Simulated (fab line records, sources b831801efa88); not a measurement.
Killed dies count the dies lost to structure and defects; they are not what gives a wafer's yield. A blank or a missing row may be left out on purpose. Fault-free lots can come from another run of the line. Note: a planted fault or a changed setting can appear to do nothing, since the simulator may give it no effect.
Chamber matching + flow gf180mcu + 3 sister chambers for GF_PASSIVATION_CVD_00 on pecvd-04
The step deposits SiO2 from TEOS, target thk 1000 nm, time 111.95 s. 6 wafers are shown with their chamber, then 8 later ones without.

WAFERS, EACH WITH ITS CHAMBER
| wafer  | chamber | heater power w (W) |
|--------|---------|--------------------|
| L453.1 | 1       | 664                |
| L453.3 | 2       | 711                |
| L455.3 | 2       | 768                |
| L455.4 | 0       | 665                |
| L455.6 | 1       | 726                |
| L467.1 | 0       | 649                |

WAFERS WHOSE CHAMBER IS MISSING
| wafer  | heater power w (W) |
|--------|--------------------|
| L467.5 | 697                |
| L467.6 | 854                |
| L469.1 | 709                |
| L469.2 | 900                |
| L469.3 | 577                |
| L471.1 | 840                |
| L471.3 | 760                |
| L471.5 | 917                |

CHAMBER TAKEN BY EACH
| wafer  | from the rows above          | in truth |
|--------|------------------------------|----------|
| L467.5 | can't be placed: 1 or 0 or 2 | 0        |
| L467.6 | can't be placed: 2 or 1      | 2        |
| L469.1 | can't be placed: 1 or 2 or 0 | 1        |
| L469.2 | can't be placed: 2 or 1      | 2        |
| L469.3 | can't be placed: 0 or 1      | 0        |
| L471.1 | can't be placed: 2 or 1      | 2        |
| L471.3 | can't be placed: 2 or 1      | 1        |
| L471.5 | can't be placed: 2 or 1      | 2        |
Placed correctly: 0 of 8. Cannot be placed on the basis of these rows: 8; the candidates contain the true chamber in 8. 0 placed wrongly.
How it was worked out, from the rows above alone: a wafer's distance from a chamber is the root of the sum, over the readings, of the square of ((its reading less the chamber's mean) divided by the reading's scatter). If the next closest chamber is less than 2 further off than the closest, the wafer can't be placed; otherwise it belongs to the closest. For every chamber, the mean is computed from those of its wafers that are shown. How the scatter is found: for the shown wafers, subtract from each reading the mean of its chamber, square and add these, divide the total by (wafers less chambers), then take the root.
